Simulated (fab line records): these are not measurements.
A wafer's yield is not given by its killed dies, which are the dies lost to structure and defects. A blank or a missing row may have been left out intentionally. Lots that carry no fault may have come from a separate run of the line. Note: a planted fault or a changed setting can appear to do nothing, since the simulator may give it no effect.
Which tool did it? | flow sky130 | 11 lots, 33 wafers sampled, at 2 steps of a route of 708

## WHAT THE GAUGES SHOWED, per wafer
SKY_CONTACT_THK_MEAS_03.
lot  | measured     | on           | CONTACT_HDPCVD_THK (nm)
L540 | day 30 06:38 | filmMetro-04 | 559 565 555
L541 | day 30 21:32 | filmMetro-01 | 564 567 560
L543 | day 31 10:37 | filmMetro-02 | 572 560 565
L544 | day 31 19:10 | filmMetro-02 | 570 568 564
L546 | day 32 17:49 | filmMetro-01 | 557 749 756 557 750 756
L552 | day 35 08:51 | filmMetro-02 | 549 562 554
L556 | day 36 01:53 | filmMetro-04 | 564 558 558
L558 | day 37 01:36 | filmMetro-04 | 567 563 567
L560 | day 37 09:46 | filmMetro-01 | 574 565 559
L561 | day 37 10:21 | filmMetro-02 | 573 565 566
L562 | day 37 13:49 | filmMetro-01 | 562 568 573

## EACH LOT AND THE TOOL THAT RAN IT (in order: tool; ch and the chambers of the sampled wafers; start)
lot  | SKY_CONTACT_HDPCVD_02
L540 | hdpcvd-01 ch 1,2, day 30 06:34
L541 | hdpcvd-01 ch 0,1, day 30 21:28
L543 | hdpcvd-01 ch 0,1,2, day 31 10:32
L544 | hdpcvd-01 ch 0,2, day 31 19:06
L546 | hdpcvd-01 ch 0,1,2, day 32 17:44
L552 | hdpcvd-02 ch 1,2, day 35 08:47
L556 | hdpcvd-01 ch 1,2, day 36 01:49
L558 | hdpcvd-01 ch 0,1,2, day 37 01:32
L560 | hdpcvd-02 ch 0,1,2, day 37 09:42
L561 | hdpcvd-01 ch 1,2, day 37 10:17
L562 | hdpcvd-01 ch 0,1,2, day 37 13:45
- SKY_CONTACT_HDPCVD_02: deposits SiO2, target thk 565 nm, time 94.2 s.

## THE ANSWER, worked out from the rows above alone
Rule: the lots themselves supply what counts as usual. The widest of any qualifying gaps counts: lots, ordered by their means at a reading, are off when they make up no more than a third of the lots, leave a main group of 4 or more, and stand apart from it by 3 or more times the standard deviation of that group's means. A main group whose means are all the same, to the digits that the tables above print for the reading, isn't used. Also off: a lot with no number at a reading for which 4 or more lots have one. Where the step has rows for the other lots, those lots are counted as sound.
Off: L546, seen at SKY_CONTACT_THK_MEAS_03 (CONTACT_HDPCVD_THK). Mean 564 nm and standard deviation 4.1 in the main group.
If a tool, at a process step before that reading, ran all the lots that are off and no sound lot after the first of them, it fits. Those tools and the gauges at SKY_CONTACT_THK_MEAS_03 are tried in the same way. No candidate that was tried fits.

## WHAT THE SIMULATOR PUT IN
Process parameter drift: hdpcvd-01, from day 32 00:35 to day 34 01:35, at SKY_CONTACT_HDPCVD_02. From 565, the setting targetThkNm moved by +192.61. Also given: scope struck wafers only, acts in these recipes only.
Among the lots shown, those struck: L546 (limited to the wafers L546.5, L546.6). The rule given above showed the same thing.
